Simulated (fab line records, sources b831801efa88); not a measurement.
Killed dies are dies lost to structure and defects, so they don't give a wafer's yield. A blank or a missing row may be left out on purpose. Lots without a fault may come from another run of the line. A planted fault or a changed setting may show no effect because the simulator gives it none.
Split-lot experiment | flow sfq_line | 5 lots, 23 wafers read, on a route of 325 steps

THE SPLIT
At SFQ_TRILAYER_INCOMING_OXIDATION_002 (target thk 500 nm, ox time 4939 s), the setting temp_c was moved away from the recipe's 1000 C on 20 of the 23 wafers read, by +2.1% to +2.9%. The other wafers ran this setting at the recipe's value.

The reading is taken at the split's own step.

THE READING
SiO2_of_TRILAYER_INCOMING_OXIDATION_002.thk_nm (the simulator's own value, which no gauge read), in nm, at SFQ_TRILAYER_INCOMING_OXIDATION_002 (target thk 500 nm, ox time 4939 s). The file gives no usual value for it. The 3 wafers here that ran the recipe average 517.0 nm, standard deviation 1.7 nm.

wafer  | tool, chamber at the split | temp_c as run, C | against the recipe | SiO2_of_TRILAYER_INCOMING_OXIDATION_002.thk_nm, nm | against lot-mates on the recipe
L074.2 | -, -                       | 1025             | +2.5%              | 587.5                                              | no lot-mate on the recipe
L074.3 | -, -                       | 1025             | +2.5%              | 589.8                                              | no lot-mate on the recipe
L074.4 | -, -                       | 1025             | +2.5%              | 588.6                                              | no lot-mate on the recipe
L074.5 | -, -                       | 1025             | +2.5%              | 587.4                                              | no lot-mate on the recipe
L074.6 | -, -                       | 1025             | +2.5%              | 587.8                                              | no lot-mate on the recipe
L076.1 | -, -                       | 1029             | +2.9%              | 618.6                                              | no lot-mate on the recipe
L076.2 | -, -                       | 1029             | +2.9%              | 611.8                                              | no lot-mate on the recipe
L076.3 | -, -                       | 1029             | +2.9%              | 612.7                                              | no lot-mate on the recipe
L076.5 | -, -                       | 1029             | +2.9%              | 612.8                                              | no lot-mate on the recipe
L076.6 | -, -                       | 1029             | +2.9%              | 605.1                                              | no lot-mate on the recipe
L077.4 | furnace-01, 0              | 1000             | recipe             | 519.4                                              | -
L077.5 | furnace-01, 0              | 1000             | recipe             | 516                                                | -
L077.6 | furnace-01, 0              | 1000             | recipe             | 515.6                                              | -
L078.1 | -, -                       | 1021             | +2.1%              | 571.1                                              | no lot-mate on the recipe
L078.2 | -, -                       | 1021             | +2.1%              | 570.7                                              | no lot-mate on the recipe
L078.3 | -, -                       | 1021             | +2.1%              | 566.9                                              | no lot-mate on the recipe
L078.5 | -, -                       | 1021             | +2.1%              | 562.7                                              | no lot-mate on the recipe
L078.6 | -, -                       | 1021             | +2.1%              | 569.9                                              | no lot-mate on the recipe
L079.1 | -, -                       | 1029             | +2.9%              | 601.1                                              | no lot-mate on the recipe
L079.2 | -, -                       | 1029             | +2.9%              | 603.5                                              | no lot-mate on the recipe
L079.3 | -, -                       | 1029             | +2.9%              | 602.1                                              | no lot-mate on the recipe
L079.4 | -, -                       | 1029             | +2.9%              | 603.7                                              | no lot-mate on the recipe
L079.5 | -, -                       | 1029             | +2.9%              | 601.9                                              | no lot-mate on the recipe

THE FIT
A straight line over all 23 wafers: SiO2_of_TRILAYER_INCOMING_OXIDATION_002.thk_nm changes by +31.3 nm for each +1% of temp_c; r = +0.97; the points scatter about the line by 7.4 nm.
Too few moved wafers have a lot-mate on the recipe to fit a line with each lot's own level taken away.

THE FILE'S OWN FIT
SiO2_of_TRILAYER_INCOMING_OXIDATION_002.thk_nm changes by +31.3 nm for each +1% of temp_c, r = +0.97.
